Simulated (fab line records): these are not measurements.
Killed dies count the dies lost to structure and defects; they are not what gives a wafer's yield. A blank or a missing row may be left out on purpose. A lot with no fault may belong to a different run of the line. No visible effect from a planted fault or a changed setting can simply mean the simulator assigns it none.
Split-lot study	flow sfq_line	23 wafers read from 5 lots, route of 325 steps

## SPLIT DETAILS
At SFQ_TRILAYER_I6_CMP_CMP_166 (polishes SiO2), the setting leave_above_ref_nm was moved away from the recipe's 200 nm on 5 of the 23 wafers read, by -6.5% to +7.1%. This setting was run at the recipe's value on the other wafers.

No step appears in the file between the split and the reading.

## THE READING
thk_nm, in nm, at SFQ_TRILAYER_I6_METRO_MEASURE_167. On this fab line, fault-free wafers typically give 200.5 nm with a standard deviation of 0.78 nm.

wafer	tool, chamber at the split	leave_above_ref_nm as run, nm	against the recipe	thk_nm, nm	against lot-mates on the recipe
L074.1	cmp-01, 0	200	recipe	201.8	-
L074.2	cmp-01, 2	214.1	+7.1%	216.1	+14.8
L074.4	cmp-01, 1	200	recipe	200.8	-
L074.5	cmp-01, 3	214.1	+7.1%	214.4	+13.1
L074.6	cmp-01, 2	214.1	+7.1%	214.8	+13.5
L075.1	cmp-01, 0	200	recipe	200.5	-
L075.3	cmp-01, 2	200	recipe	200.5	-
L075.5	cmp-01, 3	200	recipe	200.2	-
L077.2	cmp-01, 1	200	recipe	200.1	-
L077.3	cmp-01, 3	200	recipe	200.2	-
L077.4	cmp-01, 0	200	recipe	199.6	-
L077.5	cmp-01, 2	200	recipe	199.9	-
L077.6	cmp-01, 3	200	recipe	199.1	-
L078.2	cmp-01, 2	200	recipe	200.1	-
L078.3	cmp-01, 0	200	recipe	200.6	-
L078.4	cmp-01, 3	200	recipe	200.0	-
L078.5	cmp-01, 2	200	recipe	200.8	-
L078.6	cmp-01, 3	200	recipe	200.3	-
L082.1	cmp-01, 1	200	recipe	199.7	-
L082.2	cmp-01, 0	200	recipe	199.4	-
L082.3	cmp-01, 2	187	-6.5%	187.8	-11.8
L082.4	cmp-01, 3	187	-6.5%	186.5	-13.1
L082.6	cmp-01, 2	200	recipe	199.7	-

THE FIT
A straight line over all 23 wafers: thk_nm changes by +2.07 nm for each +1% of leave_above_ref_nm; r = +1.00; the points scatter about the line by 0.67 nm.
The same after taking each lot's own level away (the mean of its wafers on the recipe; 23 wafers): +1.94 nm for each +1%; r = +1.00; scatter 0.46 nm.
According to that fit, moving leave_above_ref_nm by its largest amount changes the reading by 14 nm.
The lots' own levels span 199.60 to 201.30 nm, that is 2.2 times the standard deviation above.
So the lot-to-lot level changes the slope little: the two slopes agree.
Check: +13.4 nm against its lot-mates is what the line predicts for one of the wafers moved furthest among these (+7.1%) when that wafer is left out of the fit. It came out at +14.8 nm against them.

## ADDITIONAL SPLITS CARRIED BY THESE WAFERS
Other splits were also applied to these wafers ahead of the reading. Each is held against what the fit with the lots' levels taken away leaves over:
other split on the same wafers	wafers away from the commonest value	r with thk_nm (lot level and that fit taken away)
SFQ_TRILAYER_JJ_CE_LITHO_EXPOSE_115 dose_mj	10	-0.23
SFQ_TRILAYER_M5_LITHO_COAT_128 spin_rpm	10	+0.08
SFQ_TRILAYER_R5_DEP_SPUTTER_132 time_s	8	+0.10
SFQ_TRILAYER_R5_LITHO_COAT_141 spin_rpm	5	-0.10
SFQ_TRILAYER_I5_LITHO_COAT_149 resist_thk_nm	7	-0.13
SFQ_TRILAYER_C5_LITHO_EXPOSE_152 dose_mj	9	+0.18
SFQ_TRILAYER_M6_DEP_SPUTTER_157 power_w	6	-0.17
SFQ_TRILAYER_M6_BARC_OPEN_METAL_ETCH_206 bias_w	9	-0.08

## THE WHOLE CHAIN: every reading that the file lists as answering this split, in the file's order
step	what it does	reading	change (the file's fit)	r (the file's)
SFQ_TRILAYER_I6_CMP_CMP_166	polishes SiO2	SiO2_of_TRILAYER_I6_DEP_PECVD_165.thk_nm (the simulator's own value, which no gauge read)	+1.94 nm for each +1% of the setting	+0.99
SFQ_TRILAYER_I6_METRO_MEASURE_167		thk_nm	+1.94 nm for each +1% of the setting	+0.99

## FILE'S OWN FIT
thk_nm changes by +1.94 nm for each +1% of leave_above_ref_nm, r = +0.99.
